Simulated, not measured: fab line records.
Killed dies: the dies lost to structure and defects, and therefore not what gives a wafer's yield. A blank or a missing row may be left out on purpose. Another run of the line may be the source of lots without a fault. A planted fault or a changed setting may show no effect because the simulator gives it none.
fab line records ; flow sky130
record: lots: 15; wafers: 45; last-day: 50
route steps=708 shown FIELD_ISO@24 NWELL@67 VT_ADJUST_HVTP@89 VT_ADJUST_LVTN@104
lots that met no fault: taken from a fault-free run of the same line
start-h: start of the lot's first displayed wafer, in hours after the record's first day ; wait-h: hours since the lot's step before ; " repeats the value in the row above ; L1.1+2: a single row standing in for several wafers ; - no value present, or no start provided ; * or withheld: withheld ; < > ~ a bound
route shown NAME@n: a module of which the file shows steps, and the number in the route of the first ; usual: the fault-free wafers' mean and standard deviation ; same: alike in all rows ; chamber/n: place in a boat ; sites: readings site by site ; _std_site: standard deviation of those values ; _edge_site: inner sites' mean taken away from outer sites' mean ; radius-mm: for every site, how far away it sits from the centre of the wafer ; mask NAME#n: copy n ; behind: the most recent tool/chamber to have shaped the wafer ; hold: why the lot went on hold/how many hours it stayed there/how the hold came to an end ; device: whichever transistor did not switch (one of n, p or np) ; end of line: the same wafers' tests at the end of the route ; step lacking rows: just its recipe ; killed: at the first sort, the dies lost to defects and structure; wafer yield is something else ; map: the dies of a wafer, with x for killed, . for not killed, _ for no die there
set.NAME: the run value of the setting; set.NAME@STEP: its run value at that earlier step ; model.NAME: the simulator's own value behind a step, which no gauge read
a sample of lots followed through the steps of the route, with each step as a table and each wafer as a row
services: a tool's chamber out of use, with start hour (start-h, from the record's first day; less than 0 if before it), hours out, and reason
== steps ==
step: SKY_FIELD_ISO_THK_MEAS_23
recipe: reads: SiO2_of_FIELD_ISO_OXIDATION_22
usual: FIELD_ISO_OXIDATION_01_THK: 10.14/0.18
lot.wafer;tool;chamber;start-h;wait-h;FIELD_ISO_OXIDATION_01_THK[nm]
L732.3;film-metro-01;-;38.82;0.0;9.77
L732.4;film-metro-01;-;38.82;0.0;10.16
L732.5;film-metro-01;-;38.82;0.0;10.02
L733.2;film-metro-01;-;42.48;0.0;10.16
L733.5;film-metro-01;-;42.48;0.0;10.18
L733.6;film-metro-01;-;42.48;0.0;9.98
L734.1;film-metro-03;-;47.84;0.0;10.30
L734.2;film-metro-03;-;47.84;0.0;10.36
L734.4;film-metro-03;-;47.84;0.0;10.33
L735.1;film-metro-01;-;52.80;0.0;9.88
L735.2;film-metro-01;-;52.80;0.0;9.84
L735.4;film-metro-01;-;52.80;0.0;9.82
L737.1;film-metro-03;-;62.08;0.0;9.84
L737.2;film-metro-03;-;62.08;0.0;9.94
L737.5;film-metro-03;-;62.08;0.0;10.03
L738.2;film-metro-03;-;68.03;0.0;10.01
L738.3;film-metro-03;-;68.03;0.0;9.96
L738.5;film-metro-03;-;68.03;0.0;9.88
L739.1;film-metro-01;-;71.94;0.0;10.08
L739.2;film-metro-01;-;71.94;0.0;10.24
L739.4;film-metro-01;-;71.94;0.0;10.26
L740.1;film-metro-04;-;80.13;0.0;10.16
L740.4;film-metro-04;-;80.13;0.0;10.08
L740.6;film-metro-04;-;80.13;0.0;10.20
L741.4;film-metro-01;-;84.20;0.0;10.22
L741.5;film-metro-01;-;84.20;0.0;10.40
L741.6;film-metro-01;-;84.20;0.0;10.29
L745.1;film-metro-04;-;104.46;0.0;10.24
L745.2;film-metro-04;-;104.46;0.0;10.30
L745.3;film-metro-04;-;104.46;0.0;10.36
L746.3;film-metro-01;-;114.69;0.0;10.12
L746.5;film-metro-01;-;114.69;0.0;10.13
L746.6;film-metro-01;-;114.69;0.0;10.20
L747.3;film-metro-03;-;114.69;0.0;10.17
L747.5;film-metro-03;-;114.69;0.0;10.27
L747.6;film-metro-03;-;114.69;0.0;10.20
L749.3;film-metro-01;-;126.17;0.0;10.02
L749.5;film-metro-01;-;126.17;0.0;10.07
L749.6;film-metro-01;-;126.17;0.0;10.27
L750.1;film-metro-04;-;131.12;0.0;10.57
L750.3;film-metro-04;-;131.12;0.0;10.46
L750.4;film-metro-04;-;131.12;0.0;10.42
L753.2;film-metro-03;-;145.76;0.0;10.20
L753.3;film-metro-03;-;145.76;0.0;10.12
L753.6;film-metro-03;-;145.76;0.0;10.10
step: SKY_NWELL_STRIP_14
recipe: chemistry: O2/N2; power-w: 1400; pressure-mtorr: 1500; platen-temp-c: withheld; o2-flow-sccm: 3000; n2-flow-sccm: 300; overash-fraction: 0.5
usual: chamber-pressure-mTorr: 1500.2/1.4; drypump-motor-current-A: 5.8/0.6; oes-product-au: 0.723/0.0048; strip-time-to-endpoint-s: 36.93/0.092
lot.wafer;tool;chamber;start-h;wait-h;chamber-pressure-mTorr;drypump-motor-current-A;oes-product-au;rf-hours-counter-h;strip-time-to-endpoint-s
L732.3;plasma-asher-01;1;94.12;0.1;1501.7;6.3;0.728;-;36.94
L732.4;plasma-asher-01;0;94.12;0.1;1498.0;5.4;0.723;-;36.98
L732.5;plasma-asher-01;1;94.12;0.1;1499.7;6.3;0.720;-;36.93
L733.2;plasma-asher-03;1;98.73;0.1;1499.4;6.8;0.725;40;36.92
L733.5;plasma-asher-03;1;98.73;0.1;1500.5;6.8;0.718;-;36.90
L733.6;plasma-asher-03;0;98.73;0.1;1501.7;5.8;0.720;-;36.88
L734.1;plasma-asher-03;1;105.79;0.1;1500.5;6.8;0.722;41;37.00
L734.2;plasma-asher-03;0;105.79;0.1;1498.5;5.7;0.725;41;37.02
L734.4;plasma-asher-03;0;105.79;0.1;1499.8;5.8;0.720;-;37.03
L735.1;plasma-asher-03;0;111.64;0.1;1500.7;5.7;0.722;42;36.88
L735.2;plasma-asher-03;1;111.64;0.1;1500.7;6.8;0.723;42;36.98
L735.4;plasma-asher-03;1;111.64;0.1;1500.6;6.8;0.721;-;37.01
L737.1;plasma-asher-04;1;120.32;0.1;1497.9;5.4;0.721;0;36.90
L737.2;plasma-asher-04;0;120.32;0.1;1499.7;5.0;0.729;0;36.86
L737.5;plasma-asher-04;1;120.32;0.1;1500.2;5.4;0.719;-;37.02
L738.2;plasma-asher-01;1;127.09;0.1;1499.4;6.2;0.722;45;36.86
L738.3;plasma-asher-01;0;127.09;0.1;1497.8;5.5;0.717;-;36.90
L738.5;plasma-asher-01;1;127.09;0.1;1500.4;6.2;0.712;-;36.91
L739.1;plasma-asher-01;1;131.87;0.1;1499.6;6.2;0.723;46;37.01
L739.2;plasma-asher-01;0;131.87;0.1;1499.9;5.5;0.730;46;37.00
L739.4;plasma-asher-01;0;131.87;0.1;1501.3;5.5;0.716;-;37.03
L740.1;plasma-asher-03;1;143.34;0.1;1503.1;6.8;0.727;45;36.91
L740.4;plasma-asher-03;0;143.34;0.1;1499.7;5.8;0.723;-;36.93
L740.6;plasma-asher-03;0;143.34;0.1;1499.1;5.8;0.726;-;36.89
L741.4;plasma-asher-01;1;143.40;0.1;1500.3;6.3;0.726;-;36.86
L741.5;plasma-asher-01;0;143.40;0.1;1498.1;5.5;0.732;-;36.86
L741.6;plasma-asher-01;1;143.40;0.1;1499.9;6.3;0.726;-;36.82
L745.1;plasma-asher-04;1;172.12;0.1;1501.9;5.4;0.721;5;36.87
L745.2;plasma-asher-04;0;172.12;0.1;1502.5;5.0;0.718;5;36.92
L745.3;plasma-asher-04;0;172.12;0.1;1498.6;5.0;0.725;-;36.89
L746.3;plasma-asher-04;0;180.02;0.1;1499.3;5.0;0.724;-;36.90
L746.5;plasma-asher-04;1;180.02;0.1;1500.1;5.4;0.726;-;37.06
L746.6;plasma-asher-04;0;180.02;0.1;1501.4;5.0;0.726;-;37.00
L747.3;plasma-asher-04;1;181.00;0.1;1500.8;5.4;0.718;-;36.89
L747.5;plasma-asher-04;1;181.00;0.1;1501.7;5.4;0.717;-;36.86
L747.6;plasma-asher-04;0;181.00;0.1;1502.3;5.0;0.719;-;37.01
L749.3;plasma-asher-03;0;192.95;0.1;1500.1;5.7;0.726;-;37.02
L749.5;plasma-asher-03;1;192.95;0.1;1498.4;6.8;0.721;-;36.97
L749.6;plasma-asher-03;0;192.95;0.1;1499.4;5.7;0.729;-;37.20
L750.1;plasma-asher-03;1;196.17;0.1;1502.4;6.8;0.720;50;36.84
L750.3;plasma-asher-03;0;196.17;0.1;1498.3;5.7;0.729;-;36.89
L750.4;plasma-asher-03;1;196.17;0.1;1501.1;6.8;0.727;-;36.95
L753.2;plasma-asher-04;0;214.08;0.1;1499.4;5.0;0.716;9;37.02
L753.3;plasma-asher-04;1;214.08;0.1;1498.6;5.4;0.723;-;37.05
L753.6;plasma-asher-04;0;214.08;0.1;1502.0;5.0;0.726;-;37.00
step: SKY_VT_ADJUST_HVTP_EXPOSE_04
recipe: mask-id: HVTPM; na: 0.6; source-shape: conventional; sigma-outer: 0.6; polarization: unpolarized; target-cd-nm: 380; dose-mj: 140
usual: exposure-dose-mJ-cm2: 141.60/0.13
lot.wafer;tool;chamber;start-h;wait-h;mask;exposure-dose-mJ-cm2
L732.3;iline-stepper-02;0;121.25;-;HVTPM#0;141.58
L732.4;iline-stepper-02;0;121.25;-;HVTPM#0;141.60
L732.5;iline-stepper-02;0;121.25;-;HVTPM#0;141.81
L733.2;iline-stepper-02;0;125.50;-;HVTPM#0;141.68
L733.5;iline-stepper-02;0;125.50;-;HVTPM#0;141.51
L733.6;iline-stepper-02;0;125.50;-;HVTPM#0;141.69
L734.1;iline-stepper-02;0;133.41;-;HVTPM#0;141.76
L734.2;iline-stepper-02;0;133.41;-;HVTPM#0;141.68
L734.4;iline-stepper-02;0;133.41;-;HVTPM#0;141.82
L735.1;iline-stepper-02;0;139.33;-;HVTPM#0;141.72
L735.2;iline-stepper-02;0;139.33;-;HVTPM#0;141.61
L735.4;iline-stepper-02;0;139.33;-;HVTPM#0;141.67
L737.1;iline-stepper-01;0;149.58;-;HVTPM#0;141.38
L737.2;iline-stepper-01;0;149.58;-;HVTPM#0;141.66
L737.5;iline-stepper-01;0;149.58;-;HVTPM#0;141.56
L738.2;iline-stepper-01;0;155.93;-;HVTPM#0;141.61
L738.3;iline-stepper-01;0;155.93;-;HVTPM#0;141.61
L738.5;iline-stepper-01;0;155.93;-;HVTPM#0;141.65
L739.1;iline-stepper-02;0;161.33;-;HVTPM#0;141.49
L739.2;iline-stepper-02;0;161.33;-;HVTPM#0;141.36
L739.4;iline-stepper-02;0;161.33;-;HVTPM#0;141.63
L740.1;iline-stepper-01;0;173.64;-;HVTPM#0;141.41
L740.4;iline-stepper-01;0;173.64;-;HVTPM#0;141.49
L740.6;iline-stepper-01;0;173.64;-;HVTPM#0;141.60
L741.4;iline-stepper-02;0;174.30;-;HVTPM#0;141.70
L741.5;iline-stepper-02;0;174.30;-;HVTPM#0;141.58
L741.6;iline-stepper-02;0;174.30;-;HVTPM#0;141.78
L745.1;iline-stepper-01;0;203.51;-;HVTPM#0;141.54
L745.2;iline-stepper-01;0;203.51;-;HVTPM#0;141.40
L745.3;iline-stepper-01;0;203.51;-;HVTPM#0;141.42
L746.3;iline-stepper-02;0;212.28;-;HVTPM#0;124.74
L746.5;iline-stepper-02;0;212.28;-;HVTPM#0;124.58
L746.6;iline-stepper-02;0;212.28;-;HVTPM#0;124.54
L747.3;iline-stepper-02;0;214.27;-;HVTPM#0;124.73
L747.5;iline-stepper-02;0;214.27;-;HVTPM#0;124.42
L747.6;iline-stepper-02;0;214.27;-;HVTPM#0;124.61
L749.3;iline-stepper-02;0;226.99;-;HVTPM#0;130.89
L749.5;iline-stepper-02;0;226.99;-;HVTPM#0;131.41
L749.6;iline-stepper-02;0;226.99;-;HVTPM#0;131.05
L750.1;iline-stepper-01;0;230.03;-;HVTPM#0;141.50
L750.3;iline-stepper-01;0;230.03;-;HVTPM#0;141.38
L750.4;iline-stepper-01;0;230.03;-;HVTPM#0;141.56
L753.2;iline-stepper-01;0;247.65;-;HVTPM#0;141.53
L753.3;iline-stepper-01;0;247.65;-;HVTPM#0;141.54
L753.6;iline-stepper-01;0;247.65;-;HVTPM#0;141.57
step: SKY_VT_ADJUST_HVTP_CD_MEAS_07
recipe: target-cd-nm: 380
usual: cd-nm: 379.3/2.4
lot.wafer;tool;chamber;start-h;wait-h;cd-nm
L732.3;cd-sem-01;-;130.74;0.1;381.4
L732.4;cd-sem-01;-;130.74;0.1;381.1
L732.5;cd-sem-01;-;130.74;0.1;379.8
L733.2;cd-sem-02;-;134.55;0.1;373.4
L733.5;cd-sem-02;-;134.55;0.1;374.8
L733.6;cd-sem-02;-;134.55;0.1;375.1
L734.1;cd-sem-02;-;142.46;0.1;377.6
L734.2;cd-sem-02;-;142.46;0.1;379.2
L734.4;cd-sem-02;-;142.46;0.1;383.1
L735.1;cd-sem-02;-;148.85;0.1;380.4
L735.2;cd-sem-02;-;148.85;0.1;379.7
L735.4;cd-sem-02;-;148.85;0.1;378.6
L737.1;cd-sem-02;-;159.33;0.1;375.0
L737.2;cd-sem-02;-;159.33;0.1;376.8
L737.5;cd-sem-02;-;159.33;0.1;377.0
L738.2;cd-sem-01;-;165.85;0.1;382.4
L738.3;cd-sem-01;-;165.85;0.1;380.3
L738.5;cd-sem-01;-;165.85;0.1;382.3
L739.1;cd-sem-02;-;171.50;0.1;376.9
L739.2;cd-sem-02;-;171.50;0.1;376.1
L739.4;cd-sem-02;-;171.50;0.1;378.6
L740.1;cd-sem-02;-;183.30;0.1;381.8
L740.4;cd-sem-02;-;183.30;0.1;384.9
L740.6;cd-sem-02;-;183.30;0.1;383.4
L741.4;cd-sem-01;-;183.64;0.1;380.0
L741.5;cd-sem-01;-;183.64;0.1;377.6
L741.6;cd-sem-01;-;183.64;0.1;377.1
L745.1;cd-sem-02;-;214.53;0.1;378.7
L745.2;cd-sem-02;-;214.53;0.1;380.4
L745.3;cd-sem-02;-;214.53;0.1;378.3
L746.3;cd-sem-01;-;223.30;0.1;344.4
L746.5;cd-sem-01;-;223.30;0.1;346.4
L746.6;cd-sem-01;-;223.30;0.1;343.0
L747.3;cd-sem-01;-;224.67;0.1;343.5
L747.5;cd-sem-01;-;224.67;0.1;341.0
L747.6;cd-sem-01;-;224.67;0.1;342.2
L749.3;cd-sem-01;-;238.27;0.1;356.4
L749.5;cd-sem-01;-;238.27;0.1;356.5
L749.6;cd-sem-01;-;238.27;0.1;356.2
L750.1;cd-sem-01;-;241.48;0.1;383.4
L750.3;cd-sem-01;-;241.48;0.1;382.1
L750.4;cd-sem-01;-;241.48;0.1;383.5
L753.2;cd-sem-01;-;259.59;0.2;382.0
L753.3;cd-sem-01;-;259.59;0.2;381.4
L753.6;cd-sem-01;-;259.59;0.2;384.5
step: SKY_VT_ADJUST_LVTN_OVL_MEAS_07
usual: VT_ADJUST_LVTN_OVL: 0.7/1.3
lot.wafer;tool;chamber;start-h;wait-h;VT_ADJUST_LVTN_OVL[nm]
L732.3;overlay-02;-;149.78;-;-1.0
L732.4;overlay-02;-;149.78;-;-0.4
L732.5;overlay-02;-;149.78;-;-0.8
L733.2;overlay-01;-;153.90;-;2.1
L733.5;overlay-01;-;153.90;-;2.8
L733.6;overlay-01;-;153.90;-;1.6
L734.1;overlay-01;-;161.95;-;2.5
L734.2;overlay-01;-;161.95;-;1.4
L734.4;overlay-01;-;161.95;-;2.0
L735.1;overlay-01;-;168.60;-;2.3
L735.2;overlay-01;-;168.60;-;3.0
L735.4;overlay-01;-;168.60;-;3.7
L737.1;overlay-01;-;179.45;-;-0.2
L737.2;overlay-01;-;179.45;-;2.5
L737.5;overlay-01;-;179.45;-;3.2
L738.2;overlay-02;-;185.70;-;1.7
L738.3;overlay-02;-;185.70;-;1.2
L738.5;overlay-02;-;185.70;-;1.8
L739.1;overlay-01;-;192.25;-;0.7
L739.2;overlay-01;-;192.25;-;1.0
L739.4;overlay-01;-;192.25;-;0.3
L740.1;overlay-01;-;204.21;-;2.9
L740.4;overlay-01;-;204.21;-;3.0
L740.6;overlay-01;-;204.21;-;3.6
L741.4;overlay-02;-;204.58;-;0.2
L741.5;overlay-02;-;204.58;-;-0.8
L741.6;overlay-02;-;204.58;-;-0.4
L745.1;overlay-02;-;237.61;-;-1.0
L745.2;overlay-02;-;237.61;-;-1.4
L745.3;overlay-02;-;237.61;-;-0.6
L746.3;overlay-02;-;245.81;-;0.5
L746.5;overlay-02;-;245.81;-;-1.9
L746.6;overlay-02;-;245.81;-;-0.3
L747.3;overlay-02;-;246.96;-;-0.1
L747.5;overlay-02;-;246.96;-;-0.8
L747.6;overlay-02;-;246.96;-;0.9
L749.3;overlay-02;-;261.21;-;1.4
L749.5;overlay-02;-;261.21;-;1.4
L749.6;overlay-02;-;261.21;-;1.3
L750.1;overlay-01;-;264.36;-;0.5
L750.3;overlay-01;-;264.36;-;2.2
L750.4;overlay-01;-;264.36;-;1.7
L753.2;overlay-02;-;284.21;-;1.9
L753.3;overlay-02;-;284.21;-;0.6
L753.6;overlay-02;-;284.21;-;0.9
== services ==
tool;chamber;start-h;hours;kind
iline-stepper-01;-;75.27;2.1;pm
iline-stepper-01;-;77.35;-;consumable-replace:lamp
iline-stepper-02;-;88.36;1.7;pm
plasma-asher-04;-;108.80;9.0;pm
plasma-asher-04;0;108.80;9.0;vent-cycle
plasma-asher-04;1;108.80;9.0;vent-cycle
plasma-asher-04;0;117.80;-;clean
plasma-asher-04;1;117.80;-;clean
iline-stepper-02;-;153.28;4.6;repair
plasma-asher-01;-;169.70;1.8;repair
plasma-asher-04;-;199.24;2.8;pm
plasma-asher-04;-;217.45;0.4;repair
plasma-asher-03;-;226.55;4.0;repair
plasma-asher-03;-;245.89;2.5;repair
== key ==
first-sign: step: SKY_VT_ADJUST_HVTP_EXPOSE_04; reading: exposure-dose-mJ-cm2; direction: down; sigmas: 99+; usual: *; struck: *
effect: step: SKY_VT_ADJUST_HVTP_CD_MEAS_07; reading: cd-nm; direction: down; sigmas: 13; usual: 379.3; struck: 347.7; through: control-loop
met-at SKY_VT_ADJUST_HVTP_EXPOSE_04
struck-lots L746,L747,L749
sort-left-out L746.3,L746.5,L746.6
tester-left-out L746,L747,L749
loop-trim: step: SKY_VT_ADJUST_HVTP_EXPOSE_04; setting: dose; lots: L749
not-acting-at SKY_FIELD_ISO_THK_MEAS_23,SKY_NWELL_STRIP_14,SKY_VT_ADJUST_LVTN_OVL_MEAS_07
onset-between 174.30 212.28
fault: kind: process-parameter-drift; tool: iline-stepper-02; chamber: -; onset-h: 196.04; steps: SKY_VT_ADJUST_HVTP_EXPOSE_04; channel: dose-mj; offset: -17.039; shape: step; acts-in: these-recipes-only; stated: 140
tester-left-out: of these lots the tester's yield and bins aren't shown, on N5 and GAA mostly nor the transistor test; their killed dies are dies lost to structure and defects alone, not to doping, threshold or leakage, so they don't give the yield
sort-left-out: the simulated sort isn't trusted on such a fault, so these wafers' sort isn't shown, and their yield isn't known
loop-trim: a control loop set the setting to another value than it would have without faults
